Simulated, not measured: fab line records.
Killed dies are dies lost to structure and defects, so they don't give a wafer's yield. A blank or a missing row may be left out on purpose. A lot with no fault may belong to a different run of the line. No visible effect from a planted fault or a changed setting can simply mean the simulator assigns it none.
Matching of chambers -- flow gf180mcu -- 4 sister chambers for GF_V1_CMP_26 on cmp-02
The step polishes, stops on SiO2, t overpolish 15 s, target thk 0 nm. 8 wafers are shown with their chamber, then 7 later ones without.

## WAFERS PAIRED WITH THEIR CHAMBERS
wafer,chamber,motor-current-A (A),time-to-endpoint-s (s)
L483.5,0,11.9,89
L484.3,1,12.0,91
L488.2,1,13.1,97
L488.3,0,12.1,89
L489.5,3,11.6,91
L489.6,2,9.7,82
L493.1,3,11.0,83
L493.3,2,9.0,78

## WAFERS WITH NO CHAMBER GIVEN
wafer,motor-current-A (A),time-to-endpoint-s (s)
L493.6,10.7,84
L501.2,12.3,89
L501.3,12.4,93
L501.6,9.2,75
L503.3,12.2,90
L503.4,9.4,80
L503.5,13.6,96

## WHICH CHAMBER EACH WENT THROUGH
wafer,from the rows above,in truth
L493.6,can't be placed: 3 or 2 or 0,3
L501.2,can't be placed: 0 or 1 or 3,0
L501.3,can't be placed: 1 or 0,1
L501.6,2,2
L503.3,can't be placed: 0 or 1 or 3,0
L503.4,2,2
L503.5,can't be placed: 1 or 0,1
Correct placement for 2 of the 7. Not placeable from these rows: 5 (in 5, the candidates include the true chamber). Number placed wrongly: 0.
How it was worked out, from the rows above alone: a wafer's distance from a chamber is the root of the sum, over the readings, of the square of ((its reading less the chamber's mean) divided by the reading's scatter). The wafer belongs to the nearest chamber; if the next one is less than 2 further off, it can't be placed. The mean given for a chamber averages the wafers shown for that chamber. The scatter: take each reading less its chamber's mean, square it, sum over the shown wafers, divide by the number of wafers less the number of chambers, and take the root.
